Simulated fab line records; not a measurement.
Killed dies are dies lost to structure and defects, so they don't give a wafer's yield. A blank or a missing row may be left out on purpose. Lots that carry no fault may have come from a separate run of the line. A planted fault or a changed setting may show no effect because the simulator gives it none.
2 desks, one fault | flow sky130 | each desk has only its own numbers; what lay behind them comes last

== TOOL OWNER'S DESK, litho_track-01 ==
The tool's own readings at SKY_CAP2M_COAT_07 (resist thk 1140 nm): means of the sampled wafers that have a number, for each lot that ran on this tool. The brackets show how far a lot's mean lies from the usual mean; more than 4 standard deviations puts the lot out of limits, marked OUT.
Columns: A = spin_speed_rpm at SKY_CAP2M_COAT_07, usual 2999.9 rpm
lot  | first seen here | A
L596 | day 42 08:12    | 3001.4
L600 | day 42 15:24    | 2996.5
L609 | day 44 20:07    | 2769.0 (-99 or more) OUT
L610 | day 44 23:13    | 2766.7 (-99 or more) OUT
This desk's finding: out of limits on L609, L610; first on L609, day 44 20:07 (spin_speed_rpm at SKY_CAP2M_COAT_07). Within limits: L596, L600.

== FROM THE METROLOGY DESK ==
What the gauges read, lot by lot, whatever tool the lot ran on: means of the sampled wafers that have a number. The brackets show how far a lot's mean lies from the usual mean; more than 4 standard deviations puts the lot out of limits, marked OUT.
Columns: A = cd_nm at SKY_VIA3_CD_MEAS_12, usual 199.6 nm; B = CAP2M_CVD_00_THK at SKY_CAP2M_THK_MEAS_01, usual 15.43 nm
lot  | first seen here | A     | B
L594 | day 40 07:52    | 200.0 | 15.42
L596 | day 41 18:32    | 200.1 | 15.51
L597 | day 41 19:17    | 200.2 | 15.47
L600 | day 42 01:22    | 199.2 | 15.27
L604 | day 43 04:39    | 197.8 | 15.09
L609 | day 44 07:22    | 199.0 | 15.43
L610 | day 44 11:58    | 200.4 | 15.67
L612 | day 45 08:39    | 198.1 | 15.60
L613 | day 45 12:08    | 198.6 | 15.40
L614 | day 45 19:37    | 197.9 | 15.25
L615 | day 45 23:37    | 199.8 | 15.30
Result from this desk: across the 11 lots, nothing is out of limits.

== PUT TOGETHER ==
On L609, L610, at day 44 20:07, an alarm was possible from the tool owner's desk.
Nothing out of limits was seen by the metrology desk.
The metrology desk has L609, L610 on record, within its limits.
All the named lots went through SKY_CAP2M_COAT_07 on litho_track-01.

== WHAT HAD BEEN PUT IN BY THE SIMULATOR ==
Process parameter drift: litho_track-01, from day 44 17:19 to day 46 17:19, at SKY_CAP2M_COAT_07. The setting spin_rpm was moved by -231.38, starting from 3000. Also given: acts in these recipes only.
Shown lots that were struck: L609, L610.
Hours from the fault's start to each desk's first reading out of limits: the tool owner's desk, 3.
